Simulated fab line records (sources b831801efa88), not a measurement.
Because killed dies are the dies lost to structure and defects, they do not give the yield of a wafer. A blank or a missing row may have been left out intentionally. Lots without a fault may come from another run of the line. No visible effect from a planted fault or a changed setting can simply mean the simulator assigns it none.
fab line records ; flow gf180mcu ; part 2 of 2: steps 29 to 37 of 37
record lots=5; wafers=15; last_day=33
route steps=602 shown STI@23 DNWELL@32 NWELL@42 LVPWELL@54
lots with no fault: from the same line, run without faults
start_h: the number of hours between the record's first day and the start of the first shown wafer of the lot ; wait_h: how many hours have passed since the lot's step before this one ; " repeats the value in the row above ; L1.1+2: several wafers, shown together as one row ; - either no value or no given start ; * or withheld: withheld ; < > ~ a bound
route shown NAME@n: names a module that has steps shown in the file, with the first one's number in the route ; usual: mean and standard deviation over wafers with no fault ; same: alike in all rows ; chamber/n: place in a boat ; sites: the reading at each site ; _std_site: their standard deviation ; _edge_site: outer sites' mean less inner sites' ; radius_mm: for every site, how far away it sits from the centre of the wafer ; mask NAME#n: copy n ; behind: the tool/chamber that last shaped the wafer ; hold: what put the lot on hold/how long, in hours/how the hold closed ; device: which transistor (n, p or np) failed to switch ; end of line: tests run on the same wafers once the route is complete ; for a step that has no rows: nothing shown but its recipe ; killed: the dies lost at the first sort to structure and to defects; this is not the yield of the wafer ; map: the dies of a wafer, with x for killed, . for not killed, _ for no die there
set.NAME: setting as actually run; set.NAME@STEP: the setting as run at that earlier step ; model.NAME: the simulator's own value behind a step, which no gauge read
certain route steps with their lots: each step a table, each wafer a row
services: the hour from which a tool's chamber was out of use, counted from the record's first day as start_h (under 0 if before that day), plus the number of hours and why
## steps
# step GF_NWELL_IMPLANT_09
# recipe species=P; energy_kev=160; dose_cm2=4e+12; tilt_deg=0
lot.wafer;tool;chamber;start_h;wait_h
L074.1+2+4;implanter-02;0;64.91;0.1
L075.3+4+6;implanter-02;0;73.71;0.1
L090.1+5+6;implanter-04;0;141.91;0.1
L092.1+3+4;implanter-02;0;153.74;0.1
L093.2+4+5;implanter-04;0;161.28;0.1
# step GF_NWELL_STRIP_10
# recipe chemistry=O2/N2; power_w=1400; pressure_mtorr=1500; platen_temp_c=250; o2_flow_sccm=3000; n2_flow_sccm=300; overash_fraction=0.5
# usual drypump_motor_current_A=5.6/0.47; heater_power_w=332/37; oes_product_au=0.722/0.0041; strip_time_to_endpoint_s=36.97/0.12
lot.wafer;tool;chamber;start_h;wait_h;drypump_motor_current_A;heater_power_w;oes_product_au;rf_hours_counter_h;strip_time_to_endpoint_s
L074.1;plasma_asher-03;0;65.06;0.1;5.5;283;0.718;39;36.98
L074.2;plasma_asher-03;1;65.06;0.1;6.6;303;0.715;39;36.99
L074.4;plasma_asher-03;0;65.06;0.1;5.5;283;0.727;-;36.89
L075.3;plasma_asher-02;1;73.84;0.1;6.0;329;0.719;-;36.96
L075.4;plasma_asher-02;0;73.84;0.1;4.9;295;0.714;-;36.86
L075.6;plasma_asher-02;1;73.84;0.1;6.0;325;0.722;-;37.04
L090.1;plasma_asher-01;0;142.06;0.1;5.6;335;0.724;54;36.71
L090.5;plasma_asher-01;0;142.06;0.1;5.6;336;0.717;-;36.77
L090.6;plasma_asher-01;1;142.06;0.1;5.6;398;0.722;-;36.73
L092.1;plasma_asher-02;0;153.89;0.1;4.9;307;0.726;34;36.91
L092.3;plasma_asher-02;1;153.89;0.1;6.0;327;0.718;-;36.92
L092.4;plasma_asher-02;0;153.89;0.1;4.9;297;0.719;-;36.88
L093.2;plasma_asher-02;1;161.40;0.1;6.0;335;0.717;35;37.07
L093.4;plasma_asher-02;0;161.40;0.1;4.9;294;0.723;-;36.98
L093.5;plasma_asher-02;0;161.40;0.1;4.9;307;0.723;-;37.15
# step GF_NWELL_TW_MEAS_11
# usual NWELL_TW=1573/22
lot.wafer;tool;chamber;start_h;wait_h;NWELL_TW
L074.1;film_metro-02;-;65.16;0.1;1590
L074.2;film_metro-02;-;65.16;0.1;1584
L074.4;film_metro-02;-;65.16;0.1;1588
L075.3;film_metro-01;-;73.93;0.1;1569
L075.4;film_metro-01;-;73.93;0.1;1570
L075.6;film_metro-01;-;73.93;0.1;1564
L090.1;film_metro-02;-;142.16;0.1;1596
L090.5;film_metro-02;-;142.16;0.1;1607
L090.6;film_metro-02;-;142.16;0.1;1604
L092.1;film_metro-01;-;153.99;0.1;1578
L092.3;film_metro-01;-;153.99;0.1;1571
L092.4;film_metro-01;-;153.99;0.1;1577
L093.2;film_metro-04;-;161.51;0.1;1548
L093.4;film_metro-04;-;161.51;0.1;1544
L093.5;film_metro-04;-;161.51;0.1;1539
# step GF_LVPWELL_DEHYDRATE_00
# recipe temp_c=200; time_s=60
# usual chill_plate_temp_C=22.97/0.11
lot.wafer;tool;chamber;start_h;wait_h;chill_plate_temp_C
L074.1;litho_track-02;0;70.73;5.6;22.87
L074.2;litho_track-02;0;70.73;5.6;22.86
L074.4;litho_track-02;0;70.73;5.6;22.96
L075.3;litho_track-01;0;79.92;6.0;23.07
L075.4;litho_track-01;0;79.92;6.0;23.04
L075.6;litho_track-01;0;79.92;6.0;22.84
L090.1;litho_track-04;0;149.17;7.0;23.06
L090.5;litho_track-04;0;149.17;7.0;23.02
L090.6;litho_track-04;0;149.17;7.0;23.01
L092.1;litho_track-04;0;161.57;7.6;23.06
L092.3;litho_track-04;0;161.57;7.6;22.86
L092.4;litho_track-04;0;161.57;7.6;23.12
L093.2;litho_track-04;0;169.14;7.6;22.80
L093.4;litho_track-04;0;169.14;7.6;22.75
L093.5;litho_track-04;0;169.14;7.6;23.12
# step GF_LVPWELL_HMDS_01
# recipe prime_time_s=60; prime_temp_c=120
# usual chill_plate_temp_C=22.99/0.1
lot.wafer;tool;chamber;start_h;wait_h;chill_plate_temp_C
L074.1;litho_track-02;0;70.88;0.1;22.85
L074.2;litho_track-02;0;70.88;0.1;23.04
L074.4;litho_track-02;0;70.88;0.1;23.06
L075.3;litho_track-01;0;80.07;0.1;23.09
L075.4;litho_track-01;0;80.07;0.1;23.27
L075.6;litho_track-01;0;80.07;0.1;23.04
L090.1;litho_track-04;0;149.32;0.1;22.98
L090.5;litho_track-04;0;149.32;0.1;22.95
L090.6;litho_track-04;0;149.32;0.1;22.91
L092.1;litho_track-04;0;161.72;0.1;22.99
L092.3;litho_track-04;0;161.72;0.1;23.06
L092.4;litho_track-04;0;161.72;0.1;23.14
L093.2;litho_track-04;0;169.29;0.1;23.02
L093.4;litho_track-04;0;169.29;0.1;23.12
L093.5;litho_track-04;0;169.29;0.1;22.93
# step GF_LVPWELL_COAT_02
# recipe spin_rpm=2000; resist_thk_nm=3000
# usual chill_plate_temp_C=22.99/0.095
lot.wafer;tool;chamber;start_h;wait_h;chill_plate_temp_C
L074.1;litho_track-02;0;71.03;0.1;23.03
L074.2;litho_track-02;0;71.03;0.1;23.12
L074.4;litho_track-02;0;71.03;0.1;23.09
L075.3;litho_track-01;0;80.22;0.1;23.08
L075.4;litho_track-01;0;80.22;0.1;23.00
L075.6;litho_track-01;0;80.22;0.1;23.03
L090.1;litho_track-04;0;149.47;0.1;23.12
L090.5;litho_track-04;0;149.47;0.1;23.05
L090.6;litho_track-04;0;149.47;0.1;22.99
L092.1;litho_track-04;0;161.87;0.1;22.97
L092.3;litho_track-04;0;161.87;0.1;23.03
L092.4;litho_track-04;0;161.87;0.1;22.99
L093.2;litho_track-04;0;169.44;0.1;22.93
L093.4;litho_track-04;0;169.44;0.1;22.80
L093.5;litho_track-04;0;169.44;0.1;22.91
# step GF_LVPWELL_SOFTBAKE_03
# recipe temp_c=110; time_s=withheld
# usual chill_plate_temp_C=23.00/0.11
lot.wafer;tool;chamber;start_h;wait_h;chill_plate_temp_C
L074.1;litho_track-02;0;71.18;0.1;22.96
L074.2;litho_track-02;0;71.18;0.1;23.03
L074.4;litho_track-02;0;71.18;0.1;22.99
L075.3;litho_track-01;0;80.39;0.1;22.96
L075.4;litho_track-01;0;80.39;0.1;22.99
L075.6;litho_track-01;0;80.39;0.1;22.99
L090.1;litho_track-04;0;149.62;0.1;23.05
L090.5;litho_track-04;0;149.62;0.1;23.04
L090.6;litho_track-04;0;149.62;0.1;23.21
L092.1;litho_track-04;0;162.02;0.1;23.17
L092.3;litho_track-04;0;162.02;0.1;23.20
L092.4;litho_track-04;0;162.02;0.1;23.26
L093.2;litho_track-04;0;169.60;0.1;23.00
L093.4;litho_track-04;0;169.60;0.1;22.98
L093.5;litho_track-04;0;169.60;0.1;22.99
# step GF_LVPWELL_EXPOSE_04
# recipe mask_id=LVPWELL; target_cd_nm=600; na=0.6; source_shape=conventional; sigma_outer=0.6; dose_mj=260
# usual stage_vel_mm_s=499.97/0.28
lot.wafer;tool;chamber;start_h;wait_h;mask;stage_vel_mm_s
L074.1;iline_stepper-01;0;-;-;LVPWELL#0;499.96
L074.2;iline_stepper-01;0;-;-;LVPWELL#0;500.16
L074.4;iline_stepper-01;0;-;-;LVPWELL#0;499.99
L075.3;iline_stepper-01;0;-;-;LVPWELL#0;500.42
L075.4;iline_stepper-01;0;-;-;LVPWELL#0;499.79
L075.6;iline_stepper-01;0;-;-;LVPWELL#0;500.07
L090.1;iline_stepper-02;0;-;-;LVPWELL#0;500.11
L090.5;iline_stepper-02;0;-;-;LVPWELL#0;500.31
L090.6;iline_stepper-02;0;-;-;LVPWELL#0;499.82
L092.1;iline_stepper-01;0;-;-;LVPWELL#0;499.94
L092.3;iline_stepper-01;0;-;-;LVPWELL#0;500.56
L092.4;iline_stepper-01;0;-;-;LVPWELL#0;500.23
L093.2;iline_stepper-02;0;-;-;LVPWELL#0;500.11
L093.4;iline_stepper-02;0;-;-;LVPWELL#0;500.28
L093.5;iline_stepper-02;0;-;-;LVPWELL#0;500.10
# step GF_LVPWELL_PEB_05
# recipe temp_c=115; time_s=withheld
# usual chill_plate_temp_C=22.99/0.098
lot.wafer;tool;chamber;start_h;wait_h;chill_plate_temp_C
L074.1;litho_track-01;0;-;-;22.93
L074.2;litho_track-01;0;-;-;22.98
L074.4;litho_track-01;0;-;-;23.09
L075.3;litho_track-04;0;-;-;23.09
L075.4;litho_track-04;0;-;-;22.88
L075.6;litho_track-04;0;-;-;23.17
L090.1;litho_track-04;0;-;-;22.82
L090.5;litho_track-04;0;-;-;23.07
L090.6;litho_track-04;0;-;-;22.90
L092.1;litho_track-02;0;-;-;22.94
L092.3;litho_track-02;0;-;-;22.96
L092.4;litho_track-02;0;-;-;22.87
L093.2;litho_track-01;0;-;-;23.10
L093.4;litho_track-01;0;-;-;23.00
L093.5;litho_track-01;0;-;-;23.03
## services
tool;chamber;start_h;hours;kind
furnace-02;-;29.88;12.1;pm
wet_bench-01;-;57.12;1.9;pm
hdpcvd-02;2;59.94;15.6;repair
cmp-02;-;64.00;4.0;pm
implanter-04;-;75.04;2.5;pm
wet_bench-04;-;81.18;2.2;repair
furnace-02;-;89.85;4.5;repair
implanter-04;-;94.15;14.5;repair
plasma_asher-02;-;100.08;14.6;repair
wet_bench-04;-;101.54;1.9;pm
hdpcvd-02;1;109.28;25.2;repair
implanter-02;-;111.41;3.7;pm
hdpcvd-02;2;112.12;3.4;repair
implanter-04;-;117.08;1.6;repair
iline_stepper-01;-;122.90;1.2;repair
iline_stepper-01;-;129.15;1.7;pm
iline_stepper-02;-;130.83;1.7;pm
iline_stepper-02;-;133.08;6.7;repair
iline_stepper-02;-;133.79;1.5;repair
cmp-02;-;134.84;4.3;repair
iline_stepper-02;-;139.75;2.1;pm
implanter-04;-;148.07;9.4;repair
wet_bench-01;-;162.32;2.0;repair
iline_stepper-02;-;172.07;4.4;pm
